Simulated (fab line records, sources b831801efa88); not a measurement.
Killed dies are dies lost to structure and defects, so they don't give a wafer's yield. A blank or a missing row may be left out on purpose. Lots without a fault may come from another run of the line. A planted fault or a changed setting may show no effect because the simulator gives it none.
Chamber matching | flow sky130 | SKY_FIELD_ISO_ETCH_17 on rie_si-02: 4 sister chambers
The step etches Si in HBr/Cl2/O2, target depth 342 nm, time 97.7 s. 16 wafers are shown with their chamber, then 8 later ones without.

WAFERS WITH THEIR CHAMBER
wafer  | chamber | drypump_motor_current_A (A) | rf_fwd_power_W (W) | oes_product_au (a.u.)
L224.1 | 3       | 5.67                        | 598.3              | 0.984
L224.4 | 2       | 5.92                        | 597.9              | 0.991
L224.6 | 0       | 5.67                        | 593.2              | 0.988
L226.1 | 2       | 5.89                        | 594.8              | 1.007
L226.2 | 0       | 5.66                        | 593.4              | 0.995
L226.5 | 0       | 5.66                        | 594.8              | 0.995
L228.2 | 2       | 5.91                        | 594.2              | 1.009
L228.5 | 2       | 5.91                        | 592.8              | 1.008
L228.6 | 1       | 5.67                        | 596.7              | 0.998
L229.1 | 1       | 5.67                        | 595.5              | 1.006
L229.3 | 3       | 5.66                        | 598.4              | 0.987
L229.6 | 1       | 5.67                        | 596.4              | 0.995
L230.1 | 2       | 5.91                        | 594.1              | 1.000
L230.2 | 3       | 5.64                        | 596.6              | 0.991
L230.3 | 1       | 5.66                        | 598.9              | 0.999
L235.1 | 1       | 5.69                        | 597.0              | 1.011

SIGNATURES (means of the wafers above)
reading                 | chamber 0 | chamber 1 | chamber 2 | chamber 3 | scatter within a chamber
drypump_motor_current_A | 5.6633    | 5.6720    | 5.9080    | 5.6567    | 0.0112
rf_fwd_power_W          | 593.800   | 596.900   | 594.760   | 597.767   | 1.42
oes_product_au          | 0.99267   | 1.00180   | 1.00300   | 0.98733   | 0.00618
Rule: a wafer's distance from a chamber is the root of the sum, over the readings, of the square of ((its reading less the chamber's mean) divided by the reading's scatter). The wafer belongs to the nearest chamber; if the next one is less than 2 further off, it can't be placed. The scatter: the root of (the sum of the squares of (reading less its chamber's mean) over the shown wafers, divided by (wafers less chambers)).

WAFERS WITHOUT THEIR CHAMBER
wafer  | drypump_motor_current_A (A) | rf_fwd_power_W (W) | oes_product_au (a.u.)
L235.3 | 5.66                        | 598.0              | 1.000
L235.4 | 5.91                        | 596.0              | 1.009
L241.1 | 5.89                        | 596.7              | 0.995
L241.2 | 5.65                        | 595.1              | 1.005
L241.4 | 5.65                        | 593.4              | 0.990
L246.1 | 5.65                        | 599.5              | 0.987
L246.2 | 5.92                        | 594.2              | 1.008
L246.3 | 5.66                        | 593.2              | 0.994

WHICH CHAMBER EACH WENT THROUGH
wafer  | from the rows above          | in truth
L235.3 | can't be placed: 1 or 3 or 0 | 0
L235.4 | 2                            | 2
L241.1 | 2                            | 2
L241.2 | can't be placed: 1 or 0 or 3 | 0
L241.4 | can't be placed: 0 or 3      | 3
L246.1 | 3                            | 3
L246.2 | 2                            | 2
L246.3 | 0                            | 0
Placed correctly: 5 of 8. Can't be placed from these rows: 3 (the true chamber is among the candidates in 3). Placed wrongly: 0.
